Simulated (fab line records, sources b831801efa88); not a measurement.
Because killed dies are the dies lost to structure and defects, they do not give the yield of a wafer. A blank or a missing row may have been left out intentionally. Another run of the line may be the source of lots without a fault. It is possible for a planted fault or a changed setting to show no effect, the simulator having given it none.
Which tool did it? || flow sky130 || Sampling: 14 lots, 42 wafers, 4 of 708 route steps

## WHAT THE GAUGES SHOWED, per wafer
SKY_NWELL_TW_MEAS_26.
{"lot": "L408", "measured": "day 5 13:08", "on": "film-metro-04", "NWELL_2_TW": "502.4 500.1 502.0"}
{"lot": "L409", "measured": "day 5 19:22", "on": "film-metro-04", "NWELL_2_TW": "501.9 500.8 500.2"}
{"lot": "L410", "measured": "day 6 02:41", "on": "film-metro-02", "NWELL_2_TW": "503.6 501.2 501.5"}
{"lot": "L411", "measured": "day 6 07:13", "on": "film-metro-02", "NWELL_2_TW": "500.8 498.0 500.6"}
{"lot": "L412", "measured": "day 6 14:23", "on": "film-metro-02", "NWELL_2_TW": "500.9 499.0 502.1"}
{"lot": "L414", "measured": "day 6 22:23", "on": "film-metro-04", "NWELL_2_TW": "494.0 496.6 495.1"}
{"lot": "L415", "measured": "day 7 07:31", "on": "film-metro-01", "NWELL_2_TW": "501.9 502.4 503.9"}
{"lot": "L416", "measured": "day 7 18:10", "on": "film-metro-01", "NWELL_2_TW": "503.8 505.6 501.9"}
{"lot": "L417", "measured": "day 8 01:03", "on": "film-metro-04", "NWELL_2_TW": "499.4 499.9 499.6"}
{"lot": "L418", "measured": "day 8 06:43", "on": "film-metro-02", "NWELL_2_TW": "508.0 506.1 506.1"}
{"lot": "L420", "measured": "day 8 16:07", "on": "film-metro-01", "NWELL_2_TW": "502.0 506.5 501.4"}
{"lot": "L424", "measured": "day 9 13:16", "on": "film-metro-04", "NWELL_2_TW": "499.9 500.9 502.1"}
{"lot": "L427", "measured": "day 10 06:05", "on": "film-metro-01", "NWELL_2_TW": "505.8 501.9 505.1"}
{"lot": "L429", "measured": "day 11 01:16", "on": "film-metro-02", "NWELL_2_TW": "504.4 506.3 501.6"}

SKY_VT_ADJUST_LVTN_OVL_MEAS_18.
{"lot": "L408", "measured": "day 7 21:47", "on": "overlay-02", "VT_ADJUST_LVTN_01_OVL (nm)": "0.0 -1.6 -2.8"}
{"lot": "L409", "measured": "day 8 07:16", "on": "overlay-01", "VT_ADJUST_LVTN_01_OVL (nm)": "-2.0 -1.1 -2.5"}
{"lot": "L410", "measured": "day 8 13:50", "on": "overlay-02", "VT_ADJUST_LVTN_01_OVL (nm)": "-2.1 -1.2 -0.9"}
{"lot": "L411", "measured": "day 8 19:47", "on": "overlay-01", "VT_ADJUST_LVTN_01_OVL (nm)": "0.3 -0.3 -0.1"}
{"lot": "L412", "measured": "day 9 03:41", "on": "overlay-02", "VT_ADJUST_LVTN_01_OVL (nm)": "-1.8 0.1 -2.1"}
{"lot": "L414", "measured": "day 9 12:05", "on": "overlay-02", "VT_ADJUST_LVTN_01_OVL (nm)": "-1.5 1.3 0.2"}
{"lot": "L415", "measured": "day 9 21:26", "on": "overlay-01", "VT_ADJUST_LVTN_01_OVL (nm)": "-0.8 -2.4 -2.3"}
{"lot": "L416", "measured": "day 10 10:14", "on": "overlay-01", "VT_ADJUST_LVTN_01_OVL (nm)": "-2.6 -2.4 -1.4"}
{"lot": "L417", "measured": "day 10 17:44", "on": "overlay-01", "VT_ADJUST_LVTN_01_OVL (nm)": "-1.8 0.1 -0.8"}
{"lot": "L418", "measured": "day 11 01:11", "on": "overlay-02", "VT_ADJUST_LVTN_01_OVL (nm)": "-0.4 -1.8 0.5"}
{"lot": "L420", "measured": "day 11 11:23", "on": "overlay-01", "VT_ADJUST_LVTN_01_OVL (nm)": "-0.5 -0.9 1.9"}
{"lot": "L424", "measured": "day 12 11:02", "on": "overlay-01", "VT_ADJUST_LVTN_01_OVL (nm)": "-0.4 -2.2 -4.4"}
{"lot": "L427", "measured": "day 13 05:26", "on": "overlay-01", "VT_ADJUST_LVTN_01_OVL (nm)": "-0.6 0.8 0.6"}
{"lot": "L429", "measured": "day 14 01:53", "on": "overlay-02", "VT_ADJUST_LVTN_01_OVL (nm)": "0.3 -2.7 -2.4"}

SKY_SONOS_TUNNEL_CD_MEAS_07: the cd target is 410 nm.
{"lot": "L408", "measured": "day 11 13:36", "on": "cd-sem-02", "cd-nm (nm)": "411.3 410.3 409.8"}
{"lot": "L409", "measured": "day 12 01:32", "on": "cd-sem-02", "cd-nm (nm)": "406.8 408.1 409.5"}
{"lot": "L410", "measured": "day 12 08:21", "on": "cd-sem-02", "cd-nm (nm)": "410.6 410.7 410.7"}
{"lot": "L411", "measured": "day 12 15:56", "on": "cd-sem-01", "cd-nm (nm)": "407.3 407.3 405.3"}
{"lot": "L412", "measured": "day 13 01:22", "on": "cd-sem-02", "cd-nm (nm)": "414.5 411.7 413.3"}
{"lot": "L414", "measured": "day 13 09:52", "on": "cd-sem-01", "cd-nm (nm)": "406.8 406.2 409.1"}
{"lot": "L415", "measured": "day 13 20:59", "on": "cd-sem-02", "cd-nm (nm)": "410.2 409.4 408.4"}
{"lot": "L416", "measured": "day 14 11:44", "on": "cd-sem-01", "cd-nm (nm)": "410.5 411.5 413.6"}
{"lot": "L417", "measured": "day 14 19:20", "on": "cd-sem-01", "cd-nm (nm)": "408.8 409.3 411.6"}
{"lot": "L418", "measured": "day 15 04:37", "on": "cd-sem-01", "cd-nm (nm)": "406.9 404.3 406.6"}
{"lot": "L420", "measured": "day 15 16:54", "on": "cd-sem-02", "cd-nm (nm)": "411.6 410.0 408.3"}
{"lot": "L424", "measured": "day 16 21:27", "on": "cd-sem-02", "cd-nm (nm)": "407.4 406.2 405.4"}
{"lot": "L427", "measured": "day 17 20:36", "on": "cd-sem-02", "cd-nm (nm)": "405.6 407.5 407.7"}
{"lot": "L429", "measured": "day 18 19:51", "on": "cd-sem-01", "cd-nm (nm)": "406.3 407.0 408.0"}

## TOOL THAT RAN EACH LOT (tool first, then ch and the chambers of the sampled wafers, then the start)
{"lot": "L408", "SKY_FIELD_ISO_WET_ETCH_30": "wet-bench-04 ch 1, day 2 16:09"}
{"lot": "L409", "SKY_FIELD_ISO_WET_ETCH_30": "wet-bench-04 ch 3, day 2 21:19"}
{"lot": "L410", "SKY_FIELD_ISO_WET_ETCH_30": "wet-bench-02 ch 0, day 3 02:22"}
{"lot": "L411", "SKY_FIELD_ISO_WET_ETCH_30": "wet-bench-01 ch 1, day 3 07:22"}
{"lot": "L412", "SKY_FIELD_ISO_WET_ETCH_30": "wet-bench-02 ch 0, day 3 13:47"}
{"lot": "L414", "SKY_FIELD_ISO_WET_ETCH_30": "wet-bench-04 ch 0, day 3 20:32"}
{"lot": "L415", "SKY_FIELD_ISO_WET_ETCH_30": "wet-bench-02 ch 2, day 4 03:28"}
{"lot": "L416", "SKY_FIELD_ISO_WET_ETCH_30": "wet-bench-02 ch 3, day 4 12:05"}
{"lot": "L417", "SKY_FIELD_ISO_WET_ETCH_30": "wet-bench-04 ch 2, day 4 18:04"}
{"lot": "L418", "SKY_FIELD_ISO_WET_ETCH_30": "wet-bench-04 ch 3, day 4 23:08"}
{"lot": "L420", "SKY_FIELD_ISO_WET_ETCH_30": "wet-bench-04 ch 1, day 5 06:11"}
{"lot": "L424", "SKY_FIELD_ISO_WET_ETCH_30": "wet-bench-02 ch 0, day 6 01:26"}
{"lot": "L427", "SKY_FIELD_ISO_WET_ETCH_30": "wet-bench-04 ch 1, day 6 17:14"}
{"lot": "L429", "SKY_FIELD_ISO_WET_ETCH_30": "wet-bench-02 ch 0, day 7 08:11"}
- SKY_FIELD_ISO_WET_ETCH_30: etches SiO2 in dHF, target depth 25 nm, time 50 s.

## WHAT THE TOOLS THEMSELVES READ (means of the sampled wafers that have a number; where no wafer has one, the mark that the record gives instead)
SKY_FIELD_ISO_WET_ETCH_30.
{"lot": "L408", "tool": "wet-bench-04", "run-length-s (s)": 77.3}
{"lot": "L409", "tool": "wet-bench-04", "run-length-s (s)": 75.8}
{"lot": "L410", "tool": "wet-bench-02", "run-length-s (s)": 76.7}
{"lot": "L411", "tool": "wet-bench-01", "run-length-s (s)": 76.4}
{"lot": "L412", "tool": "wet-bench-02", "run-length-s (s)": 75.8}
{"lot": "L414", "tool": "wet-bench-04", "run-length-s (s)": 76.7}
{"lot": "L415", "tool": "wet-bench-02", "run-length-s (s)": 83.7}
{"lot": "L416", "tool": "wet-bench-02", "run-length-s (s)": 77.5}
{"lot": "L417", "tool": "wet-bench-04", "run-length-s (s)": 76.3}
{"lot": "L418", "tool": "wet-bench-04", "run-length-s (s)": 75.8}
{"lot": "L420", "tool": "wet-bench-04", "run-length-s (s)": 82.2}
{"lot": "L424", "tool": "wet-bench-02", "run-length-s (s)": 63.5}
{"lot": "L427", "tool": "wet-bench-04", "run-length-s (s)": 82.3}
{"lot": "L429", "tool": "wet-bench-02", "run-length-s (s)": 68.7}

## THE ANSWER, worked out from the rows above alone
Rule: the lots themselves supply what counts as usual. Put in order of their means at a reading, lots are off if they are a third of the lots or fewer, leave a main group of 4 or more, and stand apart from it by a gap of 3 or more times the standard deviation of the main group's means; of several such gaps the widest counts. If all means in a main group match to the digits the tables above print for the reading, that group is not used. Also off: a lot with no number at a reading for which 4 or more lots have one. Where the step has rows for the other lots, those lots are counted as sound. After the gauges, taken in route order, come the tools' own readings; for these a lot's mean is taken, as printed above. The first step at which some lot is off is used, and at that step the reading that is off furthest; a lot without a number counts as furthest.
None of the lots is off at any reading shown; this tells nothing.

## WHAT HAD BEEN PUT IN BY THE SIMULATOR
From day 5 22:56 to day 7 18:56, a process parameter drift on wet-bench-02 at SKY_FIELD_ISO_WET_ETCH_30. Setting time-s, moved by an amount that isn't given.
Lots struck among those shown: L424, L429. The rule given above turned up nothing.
